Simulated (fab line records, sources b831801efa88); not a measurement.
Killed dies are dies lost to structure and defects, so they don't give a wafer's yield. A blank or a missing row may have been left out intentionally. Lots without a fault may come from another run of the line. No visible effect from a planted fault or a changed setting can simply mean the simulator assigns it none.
Which tool is to blame? :: flow gf180mcu :: Sampling: 14 lots, 42 wafers, 4 of 602 route steps

WHAT EACH GAUGE READ, for each wafer
GF_V3_CD_MEAS_14: the cd target is 260 nm. Usual: cdNm 259.7 nm, standard deviation 1.1.
lot: L991
measured: day 22 07:33
on: cdSem-01
cdNm (nm): 260.1 260.1 260.2
flag: 

lot: L992
measured: day 22 11:31
on: cdSem-01
cdNm (nm): 259.8 259.7 260.0
flag: 

lot: L993
measured: day 22 22:57
on: cdSem-02
cdNm (nm): 261.0 260.8 260.0
flag: 

lot: L996
measured: day 24 09:20
on: cdSem-02
cdNm (nm): 260.1 260.4 259.8
flag: 

lot: L997
measured: day 24 15:54
on: cdSem-02
cdNm (nm): 260.3 260.5 260.3
flag: 

lot: L998
measured: day 25 01:22
on: cdSem-01
cdNm (nm): 260.6 260.2 260.5
flag: 

lot: L102
measured: day 26 15:51
on: cdSem-01
cdNm (nm): 259.4 258.2 259.4
flag: 

lot: L104
measured: day 27 07:17
on: cdSem-01
cdNm (nm): 260.3 260.7 260.4
flag: 

lot: L105
measured: day 27 09:40
on: cdSem-02
cdNm (nm): 260.7 259.1 260.0
flag: 

lot: L109
measured: day 28 12:15
on: cdSem-01
cdNm (nm): 258.0 258.7 257.7
flag: 

lot: L110
measured: day 28 14:31
on: cdSem-02
cdNm (nm): 261.5 261.2 260.8
flag: 

lot: L111
measured: day 28 21:18
on: cdSem-02
cdNm (nm): 258.6 258.8 257.7
flag: 

lot: L112
measured: day 29 00:58
on: cdSem-02
cdNm (nm): 259.0 257.5 258.3
flag: 

lot: L114
measured: day 29 13:58
on: cdSem-02
cdNm (nm): 260.9 260.3 260.0
flag: 

GF_V4_THK_MEAS_01. Usual: V4_CVD_00_THK typically reads 597 nm, with standard deviation 6.6.
lot: L991
measured: day 23 09:05
on: filmMetro-01
V4_CVD_00_THK (nm): 588 604 601
flag: 

lot: L992
measured: day 23 12:49
on: filmMetro-03
V4_CVD_00_THK (nm): 596 595 592
flag: 

lot: L993
measured: day 24 00:43
on: filmMetro-03
V4_CVD_00_THK (nm): 591 587 583
flag: 

lot: L996
measured: day 25 09:41
on: filmMetro-04
V4_CVD_00_THK (nm): 603 594 598
flag: 

lot: L997
measured: day 25 16:31
on: filmMetro-04
V4_CVD_00_THK (nm): 588 595 585
flag: 

lot: L998
measured: day 26 00:47
on: filmMetro-03
V4_CVD_00_THK (nm): 586 588 583
flag: 

lot: L102
measured: day 27 14:23
on: filmMetro-01
V4_CVD_00_THK (nm): 604 599 599
flag: 

lot: L104
measured: day 28 05:16
on: filmMetro-03
V4_CVD_00_THK (nm): 595 606 601
flag: 

lot: L105
measured: day 28 07:35
on: filmMetro-01
V4_CVD_00_THK (nm): 600 604 603
flag: 

lot: L109
measured: day 29 09:53
on: filmMetro-04
V4_CVD_00_THK (nm): 497 497 505
flag: OFF

lot: L110
measured: day 29 12:24
on: filmMetro-04
V4_CVD_00_THK (nm): 599 594 595
flag: 

lot: L111
measured: day 29 18:01
on: filmMetro-01
V4_CVD_00_THK (nm): 512 499 510
flag: OFF

lot: L112
measured: day 29 22:13
on: filmMetro-03
V4_CVD_00_THK (nm): 601 603 608
flag: 

lot: L114
measured: day 30 11:10
on: filmMetro-03
V4_CVD_00_THK (nm): 599 604 604
flag: 

WHAT TOOL EACH LOT RAN ON (gives the tool, then ch and the chambers of the sampled wafers, and finally the start)
lot: L991
GF_V3_CMP_04: cmp-01 ch 0,2,3, day 21 07:33
GF_V4_CVD_00: hdpcvd-01 ch 0,1,2, day 23 08:54

lot: L992
GF_V3_CMP_04: cmp-02 ch 0,2,3, day 21 11:52
GF_V4_CVD_00: hdpcvd-02 ch 1,2, day 23 12:44

lot: L993
GF_V3_CMP_04: cmp-02 ch 0,2,3, day 22 00:10
GF_V4_CVD_00: hdpcvd-02 ch 0,1,2, day 24 00:39

lot: L996
GF_V3_CMP_04: cmp-01 ch 0,1, day 23 10:18
GF_V4_CVD_00: hdpcvd-01 ch 0,2, day 25 09:36

lot: L997
GF_V3_CMP_04: cmp-01 ch 0,1,3, day 23 17:13
GF_V4_CVD_00: hdpcvd-02 ch 0,1,2, day 25 16:26

lot: L998
GF_V3_CMP_04: cmp-02 ch 0,3, day 24 03:20
GF_V4_CVD_00: hdpcvd-02 ch 1,2, day 26 00:43

lot: L102
GF_V3_CMP_04: cmp-01 ch 0,1,3, day 25 18:43
GF_V4_CVD_00: hdpcvd-01 ch 0,1,2, day 27 14:19

lot: L104
GF_V3_CMP_04: cmp-02 ch 1,3, day 26 10:11
GF_V4_CVD_00: hdpcvd-01 ch 0,1, day 28 05:10

lot: L105
GF_V3_CMP_04: cmp-02 ch 0,2,3, day 26 13:23
GF_V4_CVD_00: hdpcvd-01 ch 1,2, day 28 07:31

lot: L109
GF_V3_CMP_04: cmp-02 ch 0,2,3, day 27 16:27
GF_V4_CVD_00: hdpcvd-02 ch 0,1, day 29 09:49

lot: L110
GF_V3_CMP_04: cmp-01 ch 0,1,3, day 27 18:36
GF_V4_CVD_00: hdpcvd-01 ch 0,2, day 29 12:19

lot: L111
GF_V3_CMP_04: cmp-02 ch 0,2,3, day 28 01:06
GF_V4_CVD_00: hdpcvd-02 ch 0,1,2, day 29 17:57

lot: L112
GF_V3_CMP_04: cmp-02 ch 1,2,3, day 28 05:19
GF_V4_CVD_00: hdpcvd-01 ch 1,2, day 29 22:08

lot: L114
GF_V3_CMP_04: cmp-01 ch 2,3, day 28 18:40
GF_V4_CVD_00: hdpcvd-01 ch 0,2, day 30 11:05
- GF_V3_CMP_04: polishes SiO2.
- GF_V4_CVD_00: deposits SiO2, target thk 600 nm, time 100 s.

AS READ BY THE TOOLS THEMSELVES (means over the sampled wafers that have a number; for cases with no such wafer, the mark the record gives instead)
GF_V3_CMP_04. Usual: motorCurrentA 11.9 A, standard deviation 1.4; timeToEndpointS 83 s, standard deviation 5.2.
lot: L991
tool: cmp-01
motorCurrentA (A): 12.5
timeToEndpointS (s): 82
flag: 

lot: L992
tool: cmp-02
motorCurrentA (A): 11.4
timeToEndpointS (s): 78
flag: 

lot: L993
tool: cmp-02
motorCurrentA (A): 11.9
timeToEndpointS (s): 83
flag: 

lot: L996
tool: cmp-01
motorCurrentA (A): 12.3
timeToEndpointS (s): 88
flag: 

lot: L997
tool: cmp-01
motorCurrentA (A): 11.9
timeToEndpointS (s): 89
flag: 

lot: L998
tool: cmp-02
motorCurrentA (A): 13.0
timeToEndpointS (s): 85
flag: 

lot: L102
tool: cmp-01
motorCurrentA (A): 12.1
timeToEndpointS (s): 82
flag: 

lot: L104
tool: cmp-02
motorCurrentA (A): 10.6
timeToEndpointS (s): 82
flag: 

lot: L105
tool: cmp-02
motorCurrentA (A): 11.9
timeToEndpointS (s): 82
flag: 

lot: L109
tool: cmp-02
motorCurrentA (A): 11.7
timeToEndpointS (s): 88
flag: 

lot: L110
tool: cmp-01
motorCurrentA (A): 11.8
timeToEndpointS (s): 87
flag: 

lot: L111
tool: cmp-02
motorCurrentA (A): 11.9
timeToEndpointS (s): 81
flag: 

lot: L112
tool: cmp-02
motorCurrentA (A): 10.7
timeToEndpointS (s): 78
flag: 

lot: L114
tool: cmp-01
motorCurrentA (A): 12.2
timeToEndpointS (s): 85
flag: 

THE ANSWER, worked out from the rows above alone
Rule: a lot is off if the mean of its wafers that have a number lies more than 3 standard deviations from the usual mean. A lot without any number at a reading at which 4 lots or more have one is off too. All remaining lots with rows at the step are treated as sound. The gauges are gone through in route order, then the tools' own readings, and for those a lot's mean is taken as printed above. At the first step where some lot is off, the reading lying furthest off is the one used; lots without a number count as furthest.
Off: at GF_V4_THK_MEAS_01 (V4_CVD_00_THK), L109, L111.
If a tool, at a process step before that reading, ran all the lots that are off and no sound lot after the first of them, it fits. The gauges at GF_V4_THK_MEAS_01 are tried like those tools. One candidate fits, namely hdpcvd-02 at GF_V4_CVD_00. A fault onset in the window from L998 (day 26 00:43, its last sound lot) to L109 (day 29 09:49, its first lot off) fits.

WHAT HAD BEEN PUT IN BY THE SIMULATOR
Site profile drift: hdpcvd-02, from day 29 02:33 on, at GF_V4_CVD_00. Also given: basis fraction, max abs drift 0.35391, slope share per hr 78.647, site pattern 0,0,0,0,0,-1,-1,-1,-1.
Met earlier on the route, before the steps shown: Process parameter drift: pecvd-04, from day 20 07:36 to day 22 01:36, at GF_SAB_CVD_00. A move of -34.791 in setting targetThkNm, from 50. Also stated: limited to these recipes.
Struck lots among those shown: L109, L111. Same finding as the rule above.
